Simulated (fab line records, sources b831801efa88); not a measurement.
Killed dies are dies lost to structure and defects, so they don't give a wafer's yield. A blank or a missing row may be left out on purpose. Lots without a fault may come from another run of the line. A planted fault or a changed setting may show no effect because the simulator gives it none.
Chamber matching | flow sky130 | SKY_FIELD_ISO_ETCH_15 on rie_diel-03: 4 sister chambers
The step etches the open film in CHF3/O2, stops on Si, target depth 180 nm, time 72 s. 14 wafers are shown with their chamber, then 7 later ones without.

WAFERS WITH THEIR CHAMBER
wafer  | chamber | drypump_motor_current_A (A) | oes_product_au (a.u.) | throttle_valve_pct (%)
L263.1 | 0       | 5.0                         | 0.940                 | 8.848
L263.2 | 3       | 6.0                         | 0.944                 | 8.847
L263.5 | 0       | 5.0                         | 0.937                 | 8.840
L264.1 | 3       | 6.0                         | 0.952                 | 8.852
L264.2 | 2       | 5.7                         | 0.940                 | 8.851
L264.6 | 2       | 5.7                         | 0.947                 | 8.847
L265.1 | 3       | 6.1                         | 0.951                 | 8.833
L265.4 | 1       | 5.6                         | 0.933                 | 8.836
L265.5 | 2       | 5.7                         | 0.944                 | 8.832
L269.1 | 2       | 5.7                         | 0.944                 | 8.833
L269.4 | 3       | 6.1                         | 0.944                 | 8.854
L269.6 | 0       | 5.0                         | 0.953                 | 8.839
L272.3 | 2       | 5.7                         | 0.952                 | 8.845
L272.5 | 0       | 5.0                         | 0.952                 | 8.844

SIGNATURES (means of the wafers above)
reading                 | chamber 0 | chamber 1 | chamber 2 | chamber 3 | scatter within a chamber
drypump_motor_current_A | 5.000     | 5.600     | 5.700     | 6.050     | 0.0316
oes_product_au          | 0.94550   | 0.93300   | 0.94540   | 0.94775   | 0.0058
throttle_valve_pct      | 8.84275   | 8.83600   | 8.84160   | 8.84650   | 0.00784
Rule: a wafer's distance from a chamber is the root of the sum, over the readings, of the square of ((its reading less the chamber's mean) divided by the reading's scatter). The wafer belongs to the nearest chamber; if the next one is less than 2 further off, it can't be placed. The scatter: the root of (the sum of the squares of (reading less its chamber's mean) over the shown wafers, divided by (wafers less chambers)).

WAFERS WITHOUT THEIR CHAMBER
wafer  | drypump_motor_current_A (A) | oes_product_au (a.u.) | throttle_valve_pct (%)
L272.6 | 5.6                         | 0.948                 | 8.838
L279.2 | 5.6                         | 0.947                 | 8.840
L279.5 | 5.6                         | 0.939                 | 8.848
L279.6 | 5.7                         | 0.955                 | 8.843
L280.3 | 6.0                         | 0.943                 | 8.839
L280.4 | 5.7                         | 0.945                 | 8.834
L280.5 | 5.0                         | 0.943                 | 8.843

WHICH CHAMBER EACH WENT THROUGH
wafer  | from the rows above     | in truth
L272.6 | can't be placed: 1 or 2 | 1
L279.2 | can't be placed: 1 or 2 | 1
L279.5 | can't be placed: 1 or 2 | 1
L279.6 | 2                       | 2
L280.3 | 3                       | 3
L280.4 | 2                       | 2
L280.5 | 0                       | 0
Placed correctly: 4 of 7. Can't be placed from these rows: 3 (the true chamber is among the candidates in 3). Placed wrongly: 0.
